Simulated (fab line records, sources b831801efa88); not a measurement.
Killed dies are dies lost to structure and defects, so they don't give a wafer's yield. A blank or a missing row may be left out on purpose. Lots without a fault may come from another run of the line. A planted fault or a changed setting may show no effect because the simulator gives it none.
Which tool did it? | flow gf180mcu | 13 lots, 39 wafers sampled, at 4 steps of a route of 602

WHAT THE GAUGES READ, wafer by wafer
GF_V4_THK_MEAS_25: measures by xrf.
lot  | measured     | on            | V4_W_THK (nm)
L125 | day 24 19:50 | film_metro-02 | 362 359 356
L126 | day 25 04:35 | film_metro-01 | 344 345 344
L127 | day 25 17:17 | film_metro-01 | 346 341 341
L128 | day 26 03:26 | film_metro-01 | 340 346 341
L129 | day 26 06:53 | film_metro-01 | 342 340 341
L133 | day 27 09:48 | film_metro-01 | 348 341 344
L136 | day 28 11:26 | film_metro-04 | 355 353 356
L140 | day 29 16:13 | film_metro-04 | 351 349 349
L142 | day 30 11:55 | film_metro-01 | 358 350 348
L144 | day 30 18:53 | film_metro-01 | 352 349 348
L145 | day 30 20:28 | film_metro-02 | 351 356 351
L146 | day 31 04:51 | film_metro-02 | 357 358 356
L147 | day 31 10:55 | film_metro-02 | 357 350 352

GF_PASSIVATION_THK_MEAS_01.
lot  | measured     | on            | PASSIVATION_CVD_00_THK (nm)
L125 | day 28 11:29 | film_metro-02 | 996 997 999
L126 | day 28 19:47 | film_metro-01 | 995 1015 1034
L127 | day 29 06:32 | film_metro-01 | 987 1005 995
L128 | day 29 15:28 | film_metro-04 | 982 1000 1005
L129 | day 29 18:37 | film_metro-02 | 990 988 1006
L133 | day 30 19:43 | film_metro-04 | 1000 1003 1013
L136 | day 31 17:36 | film_metro-02 | 1021 1012 1023
L140 | day 32 18:40 | film_metro-04 | 989 1011 1003
L142 | day 33 12:13 | film_metro-01 | 988 1002 989
L144 | day 33 17:49 | film_metro-04 | 990 1022 999
L145 | day 33 19:44 | film_metro-02 | 990 993 1008
L146 | day 34 02:16 | film_metro-02 | 988 989 1010
L147 | day 34 06:49 | film_metro-01 | 1002 995 1003

GF_PASSIVATION_BOW_MEAS_14.
lot  | measured     | on            | PASSIVATION_BOW (um)
L125 | day 29 08:10 | film_metro-04 | 118 124 134
L126 | day 29 16:47 | film_metro-02 | 125 123 125
L127 | day 30 03:13 | film_metro-02 | 133 129 121
L128 | day 30 11:59 | film_metro-04 | 156 142 136
L129 | day 30 15:14 | film_metro-02 | 145 142 137
L133 | day 31 15:09 | film_metro-02 | 139 155 163
L136 | day 32 11:35 | film_metro-01 | 128 117 133
L140 | day 33 11:48 | film_metro-01 | 141 157 141
L142 | day 34 05:09 | film_metro-04 | 134 123 121
L144 | day 34 11:42 | film_metro-04 | 130 147 123
L145 | day 34 13:03 | film_metro-02 | 154 147 157
L146 | day 34 19:06 | film_metro-01 | 136 140 139
L147 | day 34 23:11 | film_metro-04 | 136 147 134

WHICH TOOL RAN EACH LOT (tool, then ch and the chambers of the sampled wafers, then the start)
lot  | GF_V5_CMP_26
L125 | cmp-01 ch 0,1, day 27 14:17
L126 | cmp-01 ch 0,1,3, day 27 22:16
L127 | cmp-01 ch 2,3, day 28 10:16
L128 | cmp-02 ch 1,2,3, day 28 19:06
L129 | cmp-01 ch 0,1,2, day 28 21:46
L133 | cmp-02 ch 0,2, day 29 23:46
L136 | cmp-02 ch 0,2,3, day 30 23:32
L140 | cmp-01 ch 0,1,3, day 32 01:02
L142 | cmp-02 ch 1,2,3, day 32 19:44
L144 | cmp-02 ch 1,2, day 33 01:15
L145 | cmp-01 ch 0,1,2, day 33 02:35
L146 | cmp-02 ch 0,1, day 33 09:22
L147 | cmp-01 ch 0,1,3, day 33 14:09
- GF_V5_CMP_26: polishes, stops on SiO2, t overpolish 15 s, target thk 0 nm.

WHAT THE TOOLS THEMSELVES READ (means of the sampled wafers that have a number; where no wafer has one, the mark that the record gives instead)
GF_V5_CMP_26.
lot  | tool   | motor_current_A (A) | overpolish_run_s (s) | slurry_filter_dp_kPa (kPa) | time_to_endpoint_s (s)
L125 | cmp-01 | 11.1                | 15.010               | 13.50                      | 85
L126 | cmp-01 | 12.2                | 14.998               | 13.51                      | 87
L127 | cmp-01 | 11.8                | 14.999               | 13.46                      | 86
L128 | cmp-02 | 9.6                 | 15.005               | 13.40                      | 81
L129 | cmp-01 | 11.6                | 15.003               | 13.53                      | 82
L133 | cmp-02 | 9.9                 | 14.997               | 13.35                      | 84
L136 | cmp-02 | 9.7                 | 15.007               | 13.59                      | 80
L140 | cmp-01 | 12.0                | 14.996               | 13.43                      | 86
L142 | cmp-02 | 9.7                 | 14.993               | 13.49                      | 86
L144 | cmp-02 | 10.0                | 14.995               | 13.59                      | 89
L145 | cmp-01 | 11.6                | 15.006               | 13.47                      | 89
L146 | cmp-02 | 10.8                | 14.999               | 13.46                      | 89
L147 | cmp-01 | 11.8                | 14.996               | 13.55                      | 84

THE ANSWER, worked out from the rows above alone
Rule: what is usual is taken from the lots themselves. Put in order of their means at a reading, lots are off if they are a third of the lots or fewer, leave a main group of 4 or more, and stand apart from it by a gap of 3 or more times the standard deviation of the main group's means; of several such gaps the widest counts. A main group whose means are all the same, to the digits that the tables above print for the reading, isn't used. A lot without any number at a reading at which 4 lots or more have one is off too. The other lots that the step has rows for count as sound. The gauges are gone through in route order, then the tools' own readings, and for those a lot's mean is taken as printed above. The first step at which some lot is off is used, and at that step the reading that is off furthest; a lot without a number counts as furthest.
No lot is off at any reading shown: from this, nothing can be told.

WHAT THE SIMULATOR HAD PUT IN
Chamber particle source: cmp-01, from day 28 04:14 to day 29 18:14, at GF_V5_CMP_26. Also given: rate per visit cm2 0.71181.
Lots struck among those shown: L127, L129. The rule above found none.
